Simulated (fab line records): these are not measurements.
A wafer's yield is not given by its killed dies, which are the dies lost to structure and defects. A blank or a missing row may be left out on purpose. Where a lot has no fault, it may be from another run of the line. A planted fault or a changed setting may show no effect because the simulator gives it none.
fab line records	flow sky130
record: lots: 6	wafers: 18	last_day: 49
route steps=708 shown VT_ADJUST_NCORE@128 VT_ADJUST_HVTR@131 VT_ADJUST_PCH@143 PAD_OPEN@708
lots that met no fault: from a run of the same line without faults
start_h: start of the lot's first displayed wafer, in hours after the record's first day	wait_h: hours since the lot's step before	" identical to the entry in the row above	L1.1+2: several wafers, shown together as one row	- value missing, or start not given	* or withheld: withheld	< > ~ a bound
route shown NAME@n: names a module that has steps shown in the file, with the first one's number in the route	usual: average and standard deviation across the fault-free wafers	same: alike in all rows	chamber/n: place in a boat	sites: readings site by site	_std_site: standard deviation of those values	_edge_site: inner sites' mean taken away from outer sites' mean	radius_mm: how far each site lies from the wafer's centre	mask NAME#n: copy n	behind: the last tool/chamber to shape the wafer	hold: the reason the lot was held/the length of the hold in hours/how it ended	device: the n, p or np transistor that did not switch	end of line: tests run on the same wafers once the route is complete	a step with no rows: only its recipe	killed: at the first sort, the dies lost to defects and structure; wafer yield is something else	map: per-die view of a wafer (x killed, . not killed, _ where there is no die)
set.NAME: setting as actually run; set.NAME@STEP: the setting as run at that earlier step	model.NAME: the simulator's own value behind a step, which no gauge read
lots at some steps of the route; a table a step, a row a wafer
services: when a tool's chamber went out of use (start_h, in hours from the record's first day, below 0 if earlier), for how many hours, and the reason
== steps ==
step: SKY_VT_ADJUST_NCORE_IMPLANT_09
recipe: species: B	energy_kev: 10	dose_cm2: 2.4e+12	tilt_deg: withheld
step: SKY_VT_ADJUST_NCORE_STRIP_10
recipe: chemistry: O2/N2	power_w: 1400	pressure_mtorr: 1500	platen_temp_c: withheld	o2_flow_sccm: 3000	n2_flow_sccm: 300	overash_fraction: 0.5
usual: drypump_motor_current_A: 5.68/0.18	oes_product_au: 0.715/0.0044	strip_time_to_endpoint_s: 14.18/0.038
lot.wafer	tool	chamber	start_h	wait_h	drypump_motor_current_A	oes_product_au	rf_hours_counter_h	strip_time_to_endpoint_s
L939.3	plasma_asher-03	1	180.22	0.1	5.87	0.718	-	14.19
L939.4	"	0	"	"	5.52	0.713	-	14.17
L939.6	"	1	"	"	5.89	0.714	-	14.22
L942.4	plasma_asher-02	0	203.41	0.1	5.65	0.712	-	14.18
L942.5	"	0	"	"	5.65	0.706	-	14.15
L942.6	"	1	"	"	5.63	0.715	-	14.17
L949.2	plasma_asher-01	0	248.14	0.1	5.94	0.718	56	14.14
L949.4	"	0	"	"	5.95	0.719	-	14.17
L949.6	"	1	"	"	5.45	0.709	-	14.17
L951.1	plasma_asher-02	1	264.44	0.1	5.61	0.713	14	14.12
L951.3	"	0	"	"	5.65	0.713	-	14.20
L951.4	"	1	"	"	5.63	0.712	-	14.16
L955.3	plasma_asher-01	0	295.87	0.1	5.94	0.720	-	14.12
L955.4	"	1	"	"	5.44	0.716	-	14.17
L955.5	"	0	"	"	5.94	0.713	-	14.14
L959.1	plasma_asher-01	1	316.57	0.1	5.47	0.715	61	14.13
L959.4	"	0	"	"	5.95	0.714	-	14.15
L959.6	"	0	"	"	5.94	0.712	-	14.13
step: SKY_VT_ADJUST_NCORE_TW_MEAS_11
usual: VT_ADJUST_NCORE_TW: 219.2/2
lot.wafer	tool	chamber	start_h	wait_h	VT_ADJUST_NCORE_TW
L939.3	film_metro-04	-	180.31	0.1	220.5
L939.4	"	-	"	"	221.3
L939.6	"	-	"	"	219.4
L942.4	film_metro-04	-	203.50	0.1	220.9
L942.5	"	-	"	"	222.2
L942.6	"	-	"	"	221.2
L949.2	film_metro-04	-	248.25	0.1	221.5
L949.4	"	-	"	"	221.4
L949.6	"	-	"	"	220.7
L951.1	film_metro-03	-	264.54	0.1	218.7
L951.3	"	-	"	"	218.7
L951.4	"	-	"	"	218.6
L955.3	film_metro-04	-	295.96	0.1	220.0
L955.4	"	-	"	"	219.5
L955.5	"	-	"	"	220.9
L959.1	film_metro-03	-	316.67	0.1	221.5
L959.4	"	-	"	"	221.7
L959.6	"	-	"	"	221.0
step: SKY_VT_ADJUST_HVTR_DEHYDRATE_00
recipe: temp_c: 200	time_s: 60
step: SKY_VT_ADJUST_HVTR_HMDS_01
recipe: prime_time_s: 60	prime_temp_c: 120
step: SKY_VT_ADJUST_HVTR_COAT_02
recipe: resist: NOVOLAK	spin_rpm: 3000	resist_thk_nm: 1140
step: SKY_VT_ADJUST_HVTR_SOFTBAKE_03
recipe: temp_c: 90	time_s: 60	resist: NOVOLAK
step: SKY_VT_ADJUST_HVTR_EXPOSE_04
recipe: mask_id: HVTRM	target_cd_nm: 380	na: 0.6	source_shape: conventional	sigma_outer: 0.6	dose_mj: 150
step: SKY_VT_ADJUST_HVTR_PEB_05
recipe: temp_c: withheld	time_s: *	resist: NOVOLAK
step: SKY_VT_ADJUST_HVTR_DEVELOP_06
recipe: develop_time_s: 60	dev_temp_c: 23
step: SKY_VT_ADJUST_HVTR_CD_MEAS_07
recipe: target_cd_nm: 380
usual: cd_nm: 381/3.1
lot.wafer	tool	chamber	start_h	wait_h	cd_nm
L939.3	cd_sem-01	-	199.87	0.1	379
L939.4	"	-	"	"	379
L939.6	"	-	"	"	380
L942.4	cd_sem-01	-	225.68	0.1	377
L942.5	"	-	"	"	377
L942.6	"	-	"	"	378
L949.2	cd_sem-02	-	271.89	0.1	383
L949.4	"	-	"	"	382
L949.6	"	-	"	"	381
L951.1	cd_sem-01	-	288.59	0.1	382
L951.3	"	-	"	"	385
L951.4	"	-	"	"	382
L955.3	cd_sem-02	-	321.17	0.1	386
L955.4	"	-	"	"	383
L955.5	"	-	"	"	384
L959.1	cd_sem-01	-	343.07	0.1	384
L959.4	"	-	"	"	387
L959.6	"	-	"	"	386
step: SKY_VT_ADJUST_HVTR_OVL_MEAS_08
usual: VT_ADJUST_HVTR_OVL: -0.3/1.3
lot.wafer	tool	chamber	start_h	wait_h	VT_ADJUST_HVTR_OVL[nm]
L939.3	overlay-02	-	199.96	0.1	0.5
L939.4	"	-	"	"	-0.5
L939.6	"	-	"	"	0.6
L942.4	overlay-01	-	225.75	0.1	-0.4
L942.5	"	-	"	"	-1.6
L942.6	"	-	"	"	-0.3
L949.2	overlay-01	-	271.99	0.1	-0.9
L949.4	"	-	"	"	-1.2
L949.6	"	-	"	"	-1.2
L951.1	overlay-01	-	288.71	0.1	1.7
L951.3	"	-	"	"	1.6
L951.4	"	-	"	"	1.1
L955.3	overlay-01	-	321.26	0.1	-0.6
L955.4	"	-	"	"	-0.7
L955.5	"	-	"	"	0.3
L959.1	overlay-01	-	343.19	0.1	1.3
L959.4	"	-	"	"	0.6
L959.6	"	-	"	"	1.0
step: SKY_VT_ADJUST_HVTR_IMPLANT_09
recipe: species: B	energy_kev: 10	dose_cm2: 2.1e+12	tilt_deg: withheld
usual: dose_ions_cm2: 2.1002e+12/2.6e+09	faraday_current_uA: 11.85/0.23
lot.wafer	tool	chamber	start_h	wait_h	dose_ions_cm2	faraday_current_uA
L939.3	implanter-04	0	200.04	0.1	2.1002e+12	12.17
L939.4	"	0	"	"	2.0983e+12	11.69
L939.6	"	0	"	"	2.1e+12	12.18
L942.4	implanter-03	0	225.85	0.1	2.1042e+12	12.07
L942.5	"	0	"	"	2.1049e+12	11.46
L942.6	"	0	"	"	2.1027e+12	11.85
L949.2	implanter-01	0	272.05	0.0	2.1001e+12	11.53
L949.4	"	0	"	"	2.0998e+12	11.66
L949.6	"	0	"	"	2.1004e+12	11.52
L951.1	implanter-04	0	288.75	0.0	2.1011e+12	12.10
L951.3	"	0	"	"	2.1029e+12	12.06
L951.4	"	0	"	"	2.1044e+12	12.26
L955.3	implanter-01	0	321.34	0.1	1.6011e+12	8.95
L955.4	"	0	"	"	1.5999e+12	9.19
L955.5	"	0	"	"	1.5962e+12	9.15
L959.1	implanter-01	0	343.22	0.0	1.6085e+12	8.95
L959.4	"	0	"	"	1.6056e+12	8.83
L959.6	"	0	"	"	1.6013e+12	8.85
step: SKY_VT_ADJUST_HVTR_STRIP_10
recipe: chemistry: O2/N2	power_w: 1400	pressure_mtorr: 1500	platen_temp_c: withheld	o2_flow_sccm: 3000	n2_flow_sccm: 300	overash_fraction: 0.5
usual: drypump_motor_current_A: 5.57/0.28	oes_product_au: 0.715/0.0046	strip_time_to_endpoint_s: 14.20/0.051
lot.wafer	tool	chamber	start_h	wait_h	drypump_motor_current_A	oes_product_au	rf_hours_counter_h	strip_time_to_endpoint_s
L939.3	plasma_asher-04	1	200.17	0.1	4.90	0.713	-	14.25
L939.4	"	0	"	"	5.43	0.707	-	14.24
L939.6	"	0	"	"	5.43	0.708	-	14.22
L942.4	plasma_asher-01	1	225.96	0.1	5.47	0.721	-	14.22
L942.5	"	0	"	"	5.95	0.717	-	14.24
L942.6	"	1	"	"	5.46	0.726	-	14.24
L949.2	plasma_asher-02	1	272.17	0.1	5.63	0.712	15	14.11
L949.4	"	0	"	"	5.67	0.714	-	14.12
L949.6	"	0	"	"	5.67	0.714	-	14.12
L951.1	plasma_asher-04	0	288.90	0.1	5.46	0.715	49	14.18
L951.3	"	1	"	"	4.91	0.719	-	14.14
L951.4	"	0	"	"	5.46	0.716	-	14.19
L955.3	plasma_asher-04	1	321.47	0.1	4.91	0.713	-	14.11
L955.4	"	0	"	"	5.43	0.714	-	14.17
L955.5	"	1	"	"	4.91	0.715	-	14.10
L959.1	plasma_asher-01	0	343.37	0.1	5.95	0.706	64	14.17
L959.4	"	1	"	"	5.46	0.714	-	14.19
L959.6	"	0	"	"	5.95	0.713	-	14.16
step: SKY_VT_ADJUST_HVTR_TW_MEAS_11
usual: VT_ADJUST_HVTR_TW: 209.6/2.5
lot.wafer	tool	chamber	start_h	wait_h	VT_ADJUST_HVTR_TW
L939.3	film_metro-04	-	200.26	0.1	212.3
L939.4	"	-	"	"	212.4
L939.6	"	-	"	"	213.4
L942.4	film_metro-04	-	226.05	0.1	214.9
L942.5	"	-	"	"	214.8
L942.6	"	-	"	"	214.6
L949.2	film_metro-01	-	272.28	0.1	209.0
L949.4	"	-	"	"	207.8
L949.6	"	-	"	"	208.5
L951.1	film_metro-02	-	289.00	0.1	208.3
L951.3	"	-	"	"	207.1
L951.4	"	-	"	"	207.7
L955.3	film_metro-04	-	321.56	0.1	198.3
L955.4	"	-	"	"	199.0
L955.5	"	-	"	"	197.7
L959.1	film_metro-01	-	343.47	0.1	192.2
L959.4	"	-	"	"	192.8
L959.6	"	-	"	"	191.8
step: SKY_VT_ADJUST_PCH_DEHYDRATE_00
recipe: temp_c: 200	time_s: 60
step: SKY_PAD_OPEN_PROBE_99
usual: killed_at_M0_to_M3: 44/7.2	killed_at_M4_up: 3.0/1.9	killed_at_contacts: 25/4.8	killed_at_front_end: 16/4.2	killed_at_other: 0.2/0.44	killed_dies: 88/9.3	killed_open: 48/7.1	killed_short: 40/6.5
same: gross_dies: 492	killed_at_back_side: 0
lot.wafer	tool	chamber	start_h	wait_h	killed_at_M0_to_M3	killed_at_M4_up	killed_at_contacts	killed_at_front_end	killed_at_other	killed_dies	killed_open	killed_short	model.etest.pfet_01v8_mvt.drive_ua_um	model.etest.pfet_01v8_mvt.off_log10_a_um	model.etest.pfet_01v8_mvt.vt_sat_v	model.etest.pfet_01v8_mvt.vt_v	model.etest.pfet_01v8_mvt.vt_long_v
L939.3	prober-02	-	1064.20	0.2	41	0	21	14	0	76	46	30	152.8	-10.55	-0.5565	-0.6423	-0.8503
L939.4	prober-02	-	1064.25	0.2	44	3	20	17	0	84	49	35	153.4	-10.26	-0.5439	-0.635	-0.8449
L939.6	prober-02	-	1064.35	0.2	48	1	18	17	1	85	41	44	152.5	-10.64	-0.5517	-0.6361	-0.8412
L942.4	prober-01	-	1086.81	0.2	35	1	21	10	1	68	40	28	147.2	-11.08	-0.5943	-0.674	-0.8723
L942.5	prober-01	-	1086.86	0.2	21	3	29	19	0	72	38	34	153.7	-10.66	-0.5682	-0.6575	-0.868
L942.6	prober-01	-	1086.91	0.2	49	3	34	19	0	105	55	50	151.8	-10.95	-0.5859	-0.6712	-0.8722
L949.2	prober-02	-	1133.54	0.1	41	3	27	12	0	83	49	34	155.6	-10.16	-0.5296	-0.6208	-0.8322
L949.4	prober-02	-	1133.64	0.2	40	7	30	24	0	101	47	54	154.2	-10.35	-0.5355	-0.626	-0.8323
L949.6	prober-02	-	1133.74	0.2	40	2	27	18	0	87	48	39	153.5	-10.51	-0.5405	-0.627	-0.8357
L951.1	prober-02	-	1143.40	0.1	41	3	31	17	0	92	44	48	149.1	-10.93	-0.5758	-0.6579	-0.8629
L951.3	prober-02	-	1143.50	0.2	44	4	27	21	0	96	54	42	151.4	-10.81	-0.5715	-0.6577	-0.8595
L951.4	prober-02	-	1143.55	0.2	43	0	27	16	1	87	58	29	151.5	-10.93	-0.5729	-0.6589	-0.8655
L955.3	prober-02	-	1166.25	0.2	50	4	21	15	0	90	49	41	144.7	-11.37	-0.6298	-0.7078	-0.9077
L955.4	prober-02	-	1166.30	0.2	35	3	29	21	1	89	50	39	140	-11.94	-0.6512	-0.7214	-0.9158
L955.5	prober-02	-	1166.35	0.2	40	1	27	12	0	80	42	38	145.7	-11.71	-0.6377	-0.7127	-0.9059
L959.1	prober-02	-	1181.55	0.1	38	3	21	16	1	79	50	29	141.9	-11.57	-0.6444	-0.7153	-0.9158
L959.4	prober-02	-	1181.70	0.2	50	2	25	17	0	94	54	40	143.8	-11.68	-0.6374	-0.7148	-0.9174
L959.6	prober-02	-	1181.80	0.2	48	3	23	16	0	90	48	42	138.5	-11.89	-0.6488	-0.718	-0.9204
killed by level:class
L939.3 VIA1:geometric_particle:open=13 LI_CONTACT:geometric_particle:open=7 CONTACT:geometric_particle:open=6 METAL1:geometric_particle:short=5 VIA2:geometric_particle:open=5 VIA3:geometric_particle:open=5 POLY_GATE:geometric_particle:short=4 LI_CONTACT:geometric_particle:short=4
L939.4 VIA1:geometric_particle:open=14 CONTACT:geometric_particle:open=7 CONTACT:geometric_particle:short=6 METAL2:geometric_particle:short=6 VIA2:geometric_particle:open=6 POLY_GATE:geometric_particle:open=5 LI_CONTACT:geometric_particle:open=5 METAL1:geometric_particle:short=5
L939.6 VIA1:geometric_particle:open=11 METAL1:geometric_particle:short=9 METAL2:geometric_particle:short=8 LI_CONTACT:geometric_particle:open=6 FIELD_ISO:geometric_particle:short=5 POLY_GATE:geometric_particle:open=5 VIA3:geometric_particle:open=5 VIA3:geometric_particle:short=4
L942.4 CONTACT:geometric_particle:open=9 VIA1:geometric_particle:open=7 METAL2:geometric_particle:short=7 CONTACT:geometric_particle:short=6 VIA2:geometric_particle:open=6 VIA3:geometric_particle:open=4 POLY_GATE:geometric_particle:open=3 METAL1:geometric_particle:short=3
L942.5 CONTACT:geometric_particle:open=10 LI_CONTACT:geometric_particle:open=8 LOCAL_INTERCONNECT:geometric_particle:short=6 FIELD_ISO:geometric_particle:short=5 POLY_GATE:geometric_particle:short=5 POLY_CUT:geometric_particle:open=4 METAL2:geometric_particle:short=4 FIELD_ISO:geometric_particle:open=3
L942.6 CONTACT:geometric_particle:open=11 VIA1:geometric_particle:open=10 CONTACT:geometric_particle:short=9 METAL2:geometric_particle:short=8 LI_CONTACT:geometric_particle:open=6 VIA3:geometric_particle:open=6 VIA2:geometric_particle:short=5 VIA2:geometric_particle:open=5
L949.2 CONTACT:geometric_particle:open=9 LI_CONTACT:geometric_particle:open=9 VIA1:geometric_particle:open=7 VIA3:geometric_particle:open=7 METAL1:geometric_particle:short=6 VIA2:geometric_particle:open=6 LOCAL_INTERCONNECT:geometric_particle:short=4 CONTACT:geometric_particle:short=4
L949.4 METAL2:geometric_particle:short=11 LI_CONTACT:geometric_particle:open=9 VIA3:geometric_particle:open=8 FIELD_ISO:geometric_particle:open=6 LI_CONTACT:geometric_particle:short=6 CONTACT:geometric_particle:open=6 FIELD_ISO:geometric_particle:short=5 CONTACT:geometric_particle:short=5
L949.6 CONTACT:geometric_particle:open=12 VIA1:geometric_particle:short=8 VIA3:geometric_particle:open=8 FIELD_ISO:geometric_particle:open=7 CONTACT:geometric_particle:short=7 VIA1:geometric_particle:open=7 LI_CONTACT:geometric_particle:open=6 FIELD_ISO:geometric_particle:short=4
L951.1 VIA1:geometric_particle:open=11 CONTACT:geometric_particle:open=11 CONTACT:geometric_particle:short=7 METAL1:geometric_particle:short=6 FIELD_ISO:geometric_particle:open=5 LOCAL_INTERCONNECT:geometric_particle:short=5 METAL2:geometric_particle:short=5 FIELD_ISO:geometric_particle:short=4
L951.3 CONTACT:geometric_particle:open=12 VIA3:geometric_particle:open=7 FIELD_ISO:geometric_particle:open=6 CONTACT:geometric_particle:short=6 METAL2:geometric_particle:short=6 VIA1:geometric_particle:open=6 POLY_GATE:geometric_particle:open=5 VIA1:geometric_particle:short=5
L951.4 CONTACT:geometric_particle:open=11 VIA3:geometric_particle:open=9 VIA1:geometric_particle:open=8 FIELD_ISO:geometric_particle:open=7 POLY_GATE:geometric_particle:open=5 LI_CONTACT:geometric_particle:open=5 CONTACT:geometric_particle:short=5 VIA2:geometric_particle:open=5
L955.3 VIA1:geometric_particle:open=10 METAL1:geometric_particle:short=8 CONTACT:geometric_particle:open=8 FIELD_ISO:geometric_particle:open=6 VIA2:geometric_particle:open=6 LOCAL_INTERCONNECT:geometric_particle:short=6 VIA1:geometric_particle:short=5 VIA2:geometric_particle:short=5
L955.4 LI_CONTACT:geometric_particle:open=10 CONTACT:geometric_particle:open=8 FIELD_ISO:geometric_particle:open=7 VIA1:geometric_particle:open=7 FIELD_ISO:geometric_particle:short=6 VIA2:geometric_particle:open=6 CONTACT:geometric_particle:short=5 METAL1:geometric_particle:short=4
L955.5 VIA1:geometric_particle:open=12 CONTACT:geometric_particle:open=10 CONTACT:geometric_particle:short=7 METAL2:geometric_particle:short=5 METAL1:geometric_particle:short=5 VIA1:geometric_particle:short=5 VIA3:geometric_particle:open=5 FIELD_ISO:geometric_particle:short=4
L959.1 VIA1:geometric_particle:open=15 FIELD_ISO:geometric_particle:open=6 LI_CONTACT:geometric_particle:open=6 CONTACT:geometric_particle:open=6 VIA2:geometric_particle:open=4 FIELD_ISO:geometric_particle:short=4 LI_CONTACT:geometric_particle:short=4 VIA1:geometric_particle:short=4
L959.4 VIA1:geometric_particle:open=14 CONTACT:geometric_particle:open=10 FIELD_ISO:geometric_particle:short=7 LOCAL_INTERCONNECT:geometric_particle:short=7 VIA2:geometric_particle:open=7 VIA3:geometric_particle:open=7 VIA1:geometric_particle:short=5 LI_CONTACT:geometric_particle:open=5
L959.6 VIA2:geometric_particle:open=10 VIA1:geometric_particle:open=8 LI_CONTACT:geometric_particle:open=7 METAL2:geometric_particle:short=7 LOCAL_INTERCONNECT:geometric_particle:short=6 CONTACT:geometric_particle:open=6 VIA3:geometric_particle:open=5 VIA1:geometric_particle:short=5
== services ==
tool	chamber	start_h	hours	kind
implanter-04	-	160.16	2.0	repair
plasma_asher-04	-	163.93	0.7	repair
implanter-04	-	185.53	2.8	pm
implanter-01	-	190.04	9.4	repair
implanter-04	-	222.41	1.9	repair
implanter-03	-	248.41	5.0	pm
implanter-04	-	250.68	0.5	repair
plasma_asher-04	-	263.05	0.7	repair
plasma_asher-01	-	268.44	2.8	pm
implanter-01	-	278.97	2.2	repair
implanter-04	-	280.62	6.1	repair
plasma_asher-01	-	298.93	6.8	repair
implanter-04	-	302.75	0.8	repair
plasma_asher-03	-	313.40	1.9	repair
implanter-04	-	326.58	2.3	repair
== key ==
first_sign: step: SKY_VT_ADJUST_HVTR_IMPLANT_09	reading: dose_ions_cm2	direction: down	sigmas: 99+	usual: *	struck: *
effect: step: SKY_VT_ADJUST_HVTR_IMPLANT_09	reading: faraday_current_uA	direction: down	sigmas: 12	usual: 11.85	struck: 8.99
effect: step: SKY_VT_ADJUST_HVTR_TW_MEAS_11	reading: VT_ADJUST_HVTR_TW	direction: down	sigmas: 5.6	usual: 209.6	struck: 195.3
model_effect: step: SKY_PAD_OPEN_PROBE_99	value: etest.pfet_01v8_mvt.drive_ua_um	without: 151.7	struck: 142.4
met_at SKY_VT_ADJUST_HVTR_IMPLANT_09
struck_wafers L955.3,L955.4,L955.5,L959.1,L959.4,L959.6
tester_left_out L955,L959
onset_between 272.05 321.34
fault: kind: process_parameter_drift	tool: implanter-01	chamber: -	onset_h: 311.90	steps: SKY_VT_ADJUST_HVTR_IMPLANT_09	channel: dose_cm2	offset: *	shape: step	end_h: 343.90	acts_in: *	stated: *
tester_left_out: of these lots the tester's yield and bins aren't shown, on N5 and GAA mostly nor the transistor test; their killed dies are dies lost to structure and defects alone, not to doping, threshold or leakage, so they don't give the yield
